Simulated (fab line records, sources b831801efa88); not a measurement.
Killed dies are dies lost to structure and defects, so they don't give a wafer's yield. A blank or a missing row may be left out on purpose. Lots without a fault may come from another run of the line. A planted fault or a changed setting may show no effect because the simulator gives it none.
fab line records | flow sfq_line
record lots=14 wafers=42 last_day=78
route steps=325 shown M3@128 M4@161 C5@249 M7@282
lots that met no fault: from a run of the same line without faults
start_h: hours from the record's first day to the start of the lot's first wafer shown | wait_h: hours since the lot's step before | " the same as in the row above | L1.1+2: a row that stands for several wafers | - no value, or no start given | * or withheld: withheld | < > ~ a bound
route shown NAME@n: a module of which the file shows steps, and the number in the route of the first | usual: mean/standard deviation of fault-free wafers | same: alike in all rows | chamber/n: place in a boat | sites: the reading at each site | _std_site: their standard deviation | _edge_site: outer sites' mean less inner sites' | radius_mm: how far each site lies from the wafer's centre | mask NAME#n: copy n | behind: the tool/chamber that last shaped the wafer | hold: why the lot was held/for how many hours/how that ended | device: the transistor (n, p or np) that didn't switch | end of line: the same wafers' tests at the end of the route | a step without rows: its recipe alone | killed: dies lost to structure and defects at the first sort, not the wafer's yield | map: a wafer's dies, x killed, . not, _ none there
set.NAME: the setting as run; set.NAME@STEP: as run at that earlier step | model.NAME: the simulator's own value behind a step, which no gauge read
steps of the route over a sample of lots; a table a step, a row a wafer
services: from which hour (start_h, from the record's first day; less than 0 if before it) a tool's chamber was out of use, for how many hours, and why
## steps
# step SFQ_M3_OVL_MEAS_921
# usual M3_OVL=0/5.6
# columns lot.wafer tool chamber start_h wait_h M3_OVL[nm]
L786.2 overlay-02 - 639.70 0.1 3
L786.3 " - " " 5
L786.6 " - " " 1
L787.2 overlay-01 - 652.47 0.1 -3
L787.3 " - " " -4
L787.6 " - " " -2
L789.3 overlay-01 - 681.08 0.1 3
L789.5 " - " " 8
L789.6 " - " " 6
L790.1 overlay-02 - 687.17 0.1 1
L790.3 " - " " -4
L790.6 " - " " -3
L791.1 overlay-02 - 695.57 0.1 3
L791.4 " - " " 3
L791.5 " - " " -2
L792.3 overlay-02 - 705.18 0.1 -9
L792.5 " - " " -7
L792.6 " - " " -4
L793.2 overlay-02 - 722.68 0.1 2
L793.3 " - " " 4
L793.4 " - " " 3
L794.1 overlay-02 - 731.07 0.1 -1
L794.2 " - " " -1
L794.6 " - " " -2
L795.3 overlay-02 - 741.27 0.1 2
L795.4 " - " " 5
L795.6 " - " " 4
L797.2 overlay-02 - 750.86 0.1 8
L797.3 " - " " 11
L797.6 " - " " 7
L800.3 overlay-02 - 780.87 0.1 1
L800.4 " - " " -1
L800.6 " - " " -6
L801.1 overlay-02 - 795.26 0.1 3
L801.3 " - " " 10
L801.6 " - " " -8
L804.2 overlay-01 - 822.86 0.1 -13
L804.4 " - " " -11
L804.6 " - " " -12
L808.3 overlay-02 - 846.87 0.1 0
L808.4 " - " " 0
L808.6 " - " " -4
# step SFQ_TRILAYER_M4_STRIP_STRIP_097
# recipe gas=O2 power_w=200 platen_temp_c=40 overash_fraction=0.65 chemistry=O2 pressure_mtorr=50
# usual drypump_motor_current_A=5.97/0.27 oes_product_au=0.991/0.011
# same overash_fraction=0.65
# columns lot.wafer tool chamber start_h wait_h drypump_motor_current_A oes_product_au rf_hours_counter_h
L786.2 rie_metal-04 1 832.68 0.1 6.05 1.002 166
L786.3 " 1 " " 6.06 0.995 -
L786.6 " 0 " " 5.83 0.983 -
L787.2 rie_metal-02 0 842.28 0.1 5.59 0.998 54
L787.3 " 1 " " 5.78 0.993 -
L787.6 " 1 " " 5.72 1.004 -
L789.3 rie_metal-02 1 872.38 0.2 5.76 1.005 -
L789.5 " 1 " " 5.78 1.002 -
L789.6 " 0 " " 5.56 1.004 -
L790.1 rie_metal-04 1 876.98 0.1 6.08 0.972 4
L790.3 " 0 " " 5.86 0.990 -
L790.6 " 1 " " 6.08 0.987 -
L791.1 rie_metal-04 0 884.18 0.1 5.82 0.987 145
L791.4 " 1 " " 6.11 0.980 -
L791.5 " 1 " " 6.06 0.977 -
L792.3 rie_metal-04 0 895.93 0.2 5.87 0.991 -
L792.5 " 1 " " 6.08 0.972 -
L792.6 " 0 " " 5.85 0.980 -
L793.2 rie_metal-04 0 904.13 0.1 5.85 0.977 149
L793.3 " 1 " " 6.10 0.975 -
L793.4 " 0 " " 5.87 0.985 -
L794.1 rie_metal-02 0 910.13 0.1 5.56 1.004 66
L794.2 " 1 " " 5.80 1.005 148
L794.6 " 0 " " 5.58 0.996 -
L795.3 rie_metal-04 0 922.33 0.2 5.82 0.982 -
L795.4 " 1 " " 6.10 0.965 -
L795.6 " 1 " " 6.10 0.969 -
L797.2 rie_metal-02 0 928.13 0.1 5.55 0.998 70
L797.3 " 0 " " 5.54 0.998 -
L797.6 " 1 " " 5.77 0.997 -
L800.3 rie_metal-02 0 953.42 0.2 5.59 0.997 -
L800.4 " 1 " " 5.81 0.997 -
L800.6 " 1 " " 5.84 1.000 -
L801.1 rie_metal-02 0 962.82 0.1 5.57 0.989 77
L801.3 " 0 " " 5.54 0.990 -
L801.6 " 0 " " 5.55 0.994 -
L804.2 rie_metal-04 0 988.41 0.4 5.85 0.994 -
L804.4 " 0 " " 5.86 0.983 -
L804.6 " 0 " " 5.85 0.994 -
L808.3 rie_metal-01 1 1009.01 0.5 6.29 0.985 -
L808.4 " 1 " " 6.35 0.984 -
L808.6 " 1 " " 6.33 0.995 -
# step SFQ_TRILAYER_C5_STRIP_STRIP_155
# recipe gas=O2 power_w=200 platen_temp_c=40 overash_fraction=0.65 chemistry=O2 pressure_mtorr=50
# usual drypump_motor_current_A=6.09/0.24 oes_product_au=0.995/0.012
# same overash_fraction=0.65
# columns lot.wafer tool chamber start_h wait_h drypump_motor_current_A oes_product_au rf_hours_counter_h
L786.2 rie_metal-04 0 1308.74 - 5.87 0.975 53
L786.3 " 0 " " 5.83 0.981 -
L786.6 " 1 " " 6.07 0.967 -
L787.2 rie_metal-03 1 1318.34 - 6.58 1.005 8
L787.3 " 0 " " 5.91 1.006 -
L787.6 " 0 " " 5.91 1.005 -
L789.3 rie_metal-03 1 1343.29 - 6.60 0.990 -
L789.5 " 1 " " 6.61 1.002 -
L789.6 " 0 " " 5.92 1.009 -
L790.1 rie_metal-03 1 1350.45 - 6.65 0.994 14
L790.3 " 0 " " 5.92 1.010 -
L790.6 " 0 " " 5.92 1.008 -
L791.1 rie_metal-04 0 1358.69 - 5.85 0.999 63
L791.4 " 0 " " 5.80 0.987 -
L791.5 " 1 " " 6.11 0.974 -
L792.3 rie_metal-03 0 1379.69 - 5.94 1.011 -
L792.5 " 1 " " 6.63 0.994 -
L792.6 " 0 " " 5.94 1.002 -
L793.2 rie_metal-03 1 1386.69 - 6.63 0.995 20
L793.3 " 0 " " 5.89 1.007 -
L793.4 " 1 " " 6.60 0.993 -
L794.1 rie_metal-01 1 1393.89 - 6.32 1.019 48
L794.2 " 0 " " 6.19 1.009 69
L794.6 " 0 " " 6.25 1.009 -
L795.3 rie_metal-04 0 1401.09 - 5.83 0.986 -
L795.4 " 1 " " 6.12 0.986 -
L795.6 " 1 " " 6.08 0.980 -
L797.2 rie_metal-01 1 1410.49 - 6.38 0.999 52
L797.3 " 0 " " 6.16 0.997 -
L797.6 " 1 " " 6.36 0.999 -
L800.3 rie_metal-01 0 1433.49 - 6.19 0.999 -
L800.4 " 1 " " 6.37 1.016 -
L800.6 " 1 " " 6.40 1.016 -
L801.1 rie_metal-03 0 1435.69 - 5.89 1.009 77
L801.3 " 0 " " 5.90 0.996 -
L801.6 " 0 " " 5.93 1.003 -
L804.2 rie_metal-03 0 1455.84 - 5.90 0.987 -
L804.4 " 0 " " 5.88 0.988 -
L804.6 " 0 " " 5.88 1.006 -
L808.3 rie_metal-04 0 1476.24 - 5.82 0.979 -
L808.4 " 1 " " 6.09 0.980 -
L808.6 " 0 " " 5.83 0.992 -
# step SFQ_TRILAYER_M7_DEP_SPUTTER_175
# recipe material=Nb base_pressure_pa=1.33e-06 chamber_pressure_pa=0.1333 substrate_temp_c=20 target_thk_nm=200 power_w=2000 time_s=133.3
# usual throttle_valve_pct=29.6/0.67
# columns lot.wafer tool chamber start_h wait_h throttle_valve_pct
L786.2 pvd_sputter-05 - 1479.31 0.0 29.5
L786.3 " - " " 30.4
L786.6 " - " " 29.8
L787.2 pvd_sputter-05 - 1486.51 0.0 30.0
L787.3 " - " " 30.2
L787.6 " - " " 29.8
L789.3 pvd_sputter-06 - 1510.51 0.0 29.2
L789.5 " - " " 28.1
L789.6 " - " " 29.5
L790.1 pvd_sputter-04 - 1516.51 0.0 29.4
L790.3 " - " " 30.1
L790.6 " - " " 28.5
L791.1 pvd_sputter-04 - 1526.11 0.0 29.8
L791.4 " - " " 28.8
L791.5 " - " " 30.3
L792.3 pvd_sputter-04 - 1536.91 0.0 30.4
L792.5 " - " " 30.0
L792.6 " - " " 30.7
L793.2 pvd_sputter-06 - 1548.63 0.0 29.4
L793.3 " - " " 29.4
L793.4 " - " " 27.9
L794.1 pvd_sputter-04 - 1554.63 0.0 30.4
L794.2 " - " " 29.9
L794.6 " - " " 30.3
L795.3 pvd_sputter-04 - 1560.63 0.0 30.4
L795.4 " - " " 28.8
L795.6 " - " " 31.0
L797.2 pvd_sputter-05 - 1563.24 0.0 29.5
L797.3 " - " " 30.0
L797.6 " - " " 30.4
L800.3 pvd_sputter-06 - 1581.36 0.0 28.0
L800.4 " - " " 29.4
L800.6 " - " " 29.7
L801.1 pvd_sputter-05 - 1583.78 0.0 29.5
L801.3 " - " " 29.9
L801.6 " - " " 30.5
L804.2 pvd_sputter-05 - 1595.24 0.0 29.3
L804.4 " - " " 29.9
L804.6 " - " " 29.4
L808.3 pvd_sputter-04 - 1610.84 0.0 30.0
L808.4 " - " " 30.5
L808.6 " - " " 28.5
# step SFQ_M7_RS_MEAS_943
# recipe thk_meas_gauge=four-point-probe reads=Nb_of_TRILAYER_M7_DEP_SPUTTER_175
# usual M7_NB_RS=0.895/0.012
# columns lot.wafer tool chamber start_h wait_h hold M7_NB_RS[ohm/sq]
L786.2 film_metro-04 - 1479.42 0.1 - 0.892
L786.3 " - " " - 0.893
L786.6 " - " " - 0.900
L787.2 film_metro-02 - 1486.62 0.1 - 0.898
L787.3 " - " " - 0.899
L787.6 " - " " - 0.908
L789.3 film_metro-04 - 1510.64 0.1 - 0.888
L789.5 " - " " - 0.858
L789.6 " - " " - 0.892
L790.1 film_metro-01 - 1516.60 0.0 - 0.903
L790.3 " - " " - 0.895
L790.6 " - " " - 0.891
L791.1 film_metro-01 - 1526.20 0.0 - 0.908
L791.4 " - " " - 0.908
L791.5 " - " " - 0.911
L792.3 film_metro-01 - 1537.04 0.1 - 0.894
L792.5 " - " " - 0.893
L792.6 " - " " - 0.892
L793.2 film_metro-02 - 1548.74 0.1 - 0.887
L793.3 " - " " - 0.895
L793.4 " - " " - 0.879
L794.1 film_metro-04 - 1554.72 0.0 - 0.896
L794.2 " - " " - 0.894
L794.6 " - " " - 0.900
L795.3 film_metro-04 - 1560.76 0.1 - 0.926
L795.4 " - " " - 0.927
L795.6 " - " " - 0.926
L797.2 film_metro-01 - 1563.35 0.1 - 0.901
L797.3 " - " " - 0.902
L797.6 " - " " - 0.901
L800.3 film_metro-02 - 1581.49 0.1 - 0.874
L800.4 " - " " - 0.875
L800.6 " - " " - 0.892
L801.1 film_metro-01 - 1583.87 0.0 await_dispo/0.2h/release 0.887
L801.3 " - " " await_dispo/0.2h/release 2.506
L801.6 " - " " await_dispo/0.2h/release 2.463
L801.1 film_metro-01 - 1584.15 0.3 - 0.887
L801.3 " - " " - 2.497
L801.6 " - " " - 2.459
L804.2 film_metro-01 - 1595.35 0.1 await_dispo/0.2h/release 0.908
L804.4 " - " " await_dispo/0.2h/release 0.908
L804.6 " - " " await_dispo/0.2h/release 2.636
L804.2 film_metro-01 - 1595.63 0.3 - 0.908
L804.4 " - " " - 0.907
L804.6 " - " " - 2.632
L808.3 film_metro-01 - 1610.97 0.1 - 0.883
L808.4 " - " " - 0.884
L808.6 " - " " - 0.875
# step SFQ_TRILAYER_M7_ETCH_METAL_ETCH_180
# recipe target=Nb stop_on=SiO2 mask_material=PR chemistry=Cl2/Ar target_depth_nm=240 icp_w=600 bias_w=80 pressure_mtorr=10 time_s=120
# usual drypump_motor_current_A=5.94/0.29 oes_product_au=0.892/0.0092
# columns lot.wafer tool chamber start_h wait_h drypump_motor_current_A oes_product_au rf_hours_counter_h
L786.2 rie_metal-04 0 1483.52 0.0 5.82 0.899 85
L786.3 " 1 " " 6.09 0.904 -
L786.6 " 0 " " 5.83 0.887 -
L787.2 rie_metal-04 1 1490.72 0.0 6.10 0.889 114
L787.3 " 1 " " 6.04 0.900 -
L787.6 " 1 " " 6.07 0.882 -
L789.3 rie_metal-03 0 1513.27 0.1 5.91 0.888 -
L789.5 " 0 " " 5.92 0.922 -
L789.6 " 0 " " 5.90 0.891 -
L790.1 rie_metal-02 0 1524.93 0.0 5.52 0.885 7
L790.3 " 0 " " 5.57 0.886 -
L790.6 " 1 " " 5.79 0.893 -
L791.1 rie_metal-04 1 1533.33 0.0 6.06 0.882 122
L791.4 " 1 " " 6.03 0.880 -
L791.5 " 0 " " 5.83 0.875 -
L792.3 rie_metal-02 0 1542.98 0.1 5.58 0.899 -
L792.5 " 1 " " 5.73 0.890 -
L792.6 " 0 " " 5.57 0.900 -
L793.2 rie_metal-02 1 1551.37 0.0 5.80 0.898 107
L793.3 " 1 " " 5.77 0.896 -
L793.4 " 0 " " 5.56 0.909 -
L794.1 rie_metal-04 1 1557.66 0.0 6.09 0.890 126
L794.2 " 0 " " 5.81 0.890 98
L794.6 " 0 " " 5.83 0.894 -
L795.3 rie_metal-03 0 1659.16 0.1 5.91 0.871 -
L795.4 " 1 " " 6.60 0.879 -
L795.6 " 1 " " 6.57 0.875 -
L797.2 rie_metal-04 1 1661.52 0.0 6.06 0.881 136
L797.3 " 1 " " 6.05 0.883 -
L797.6 " 1 " " 6.07 0.887 -
L800.3 rie_metal-04 1 1683.33 0.1 6.12 0.901 -
L800.4 " 0 " " 5.81 0.911 -
L800.6 " 1 " " 6.10 0.886 -
L801.1 rie_metal-03 1 1684.49 0.0 6.56 0.890 36
L801.3 " 0 " " 5.88 0.568 -
L801.6 " 0 " " 5.92 0.573 -
L804.2 rie_metal-04 1 1691.69 0.0 6.07 0.879 140
L804.4 " 1 " " 6.11 0.879 -
L804.6 " 0 " " 5.84 0.556 -
L808.3 rie_metal-02 1 1705.05 0.1 5.79 0.898 -
L808.4 " 0 " " 5.57 0.900 -
L808.6 " 1 " " 5.77 0.895 -
## services
# columns tool chamber start_h hours kind
rie_metal-04 - 826.84 1.4 pm
pvd_sputter-04 - 831.97 1.9 repair
rie_metal-03 1 898.54 26.2 repair
rie_metal-03 - 923.14 0.3 repair
pvd_sputter-04 - 931.63 1.2 repair
rie_metal-04 1 980.50 10.8 repair
rie_metal-04 - 1066.67 2.8 pm
rie_metal-03 - 1077.54 2.8 pm
pvd_sputter-04 - 1108.55 2.1 repair
rie_metal-02 - 1162.14 0.8 repair
rie_metal-02 - 1173.36 0.6 repair
pvd_sputter-04 - 1181.06 5.3 repair
rie_metal-04 1 1253.12 11.3 repair
rie_metal-03 1 1286.99 6.8 repair
rie_metal-02 0 1338.55 10.3 repair
pvd_sputter-04 - 1342.84 2.0 repair
pvd_sputter-04 - 1343.25 4.9 repair
pvd_sputter-04 - 1382.39 9.0 repair
rie_metal-03 1 1388.62 155.9 repair
rie_metal-03 - 1465.20 0.3 repair
rie_metal-02 - 1520.03 0.5 repair
rie_metal-04 1 1571.61 17.6 repair
pvd_sputter-04 - 1598.96 4.0 repair
rie_metal-02 - 1651.00 14.6 pm
## key
first_sign step=SFQ_M7_RS_MEAS_943 reading=visit direction=added
effect step=SFQ_M7_RS_MEAS_943 reading=M7_NB_RS direction=up sigmas=99+ usual=0.895 struck=2.535
effect step=SFQ_TRILAYER_M7_ETCH_METAL_ETCH_180 reading=oes_product_au direction=down sigmas=36 usual=0.892 struck=0.566
met_at SFQ_TRILAYER_M7_DEP_SPUTTER_175
struck_lots L801,L804
struck_wafers L801.3,L801.6,L804.6
not_acting_at SFQ_M3_OVL_MEAS_921,SFQ_TRILAYER_M4_STRIP_STRIP_097,SFQ_TRILAYER_C5_STRIP_STRIP_155
onset_between 1563.24 1583.78
fault kind=process_parameter_drift tool=pvd_sputter-05 chamber=- onset_h=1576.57 steps=SFQ_TRILAYER_M7_DEP_SPUTTER_175 channel=target_thk_nm offset=-127.05 shape=step end_h=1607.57 scope=struck_wafers_only acts_in=these_recipes_only stated=200
